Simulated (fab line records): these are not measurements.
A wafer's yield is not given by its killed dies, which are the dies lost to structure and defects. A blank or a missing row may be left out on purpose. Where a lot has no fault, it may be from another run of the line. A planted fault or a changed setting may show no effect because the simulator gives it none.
Which tool is to blame? || flow sky130 || 18 wafers sampled from 6 lots at 1 step of a route of 708

WHAT EACH GAUGE READ, for each wafer
SKY_METAL3_OVL_MEAS_14.
{"lot": "L922", "measured": "day 40 09:48", "on": "overlay-02", "METAL3_OVL (nm)": "-2 -2 -8"}
{"lot": "L926", "measured": "day 40 21:51", "on": "overlay-02", "METAL3_OVL (nm)": "6 -1 9"}
{"lot": "L930", "measured": "day 41 23:34", "on": "overlay-02", "METAL3_OVL (nm)": "1 1 8"}
{"lot": "L932", "measured": "day 42 15:21", "on": "overlay-02", "METAL3_OVL (nm)": "4 2 3"}
{"lot": "L935", "measured": "day 43 16:47", "on": "overlay-02", "METAL3_OVL (nm)": "-3 -5 -2"}
{"lot": "L940", "measured": "day 44 21:53", "on": "overlay-02", "METAL3_OVL (nm)": "-2 2 -8"}

EACH LOT AND THE TOOL THAT RAN IT (in order: tool; ch and the chambers of the sampled wafers; start)
Record: no process step prior to these readings.

THE ANSWER, worked out from the rows above alone
Rule: the usual values come from the lots themselves. The widest of any qualifying gaps counts: lots, ordered by their means at a reading, are off when they make up no more than a third of the lots, leave a main group of 4 or more, and stand apart from it by 3 or more times the standard deviation of that group's means. A main group is skipped when, at the precision printed for the reading in the tables above, its means are all equal. A lot without any number at a reading at which 4 lots or more have one is off too. All remaining lots with rows at the step are treated as sound.
No lot is off on any of the readings shown, so nothing can be concluded from this.

WHAT THE SIMULATOR HAD PUT IN
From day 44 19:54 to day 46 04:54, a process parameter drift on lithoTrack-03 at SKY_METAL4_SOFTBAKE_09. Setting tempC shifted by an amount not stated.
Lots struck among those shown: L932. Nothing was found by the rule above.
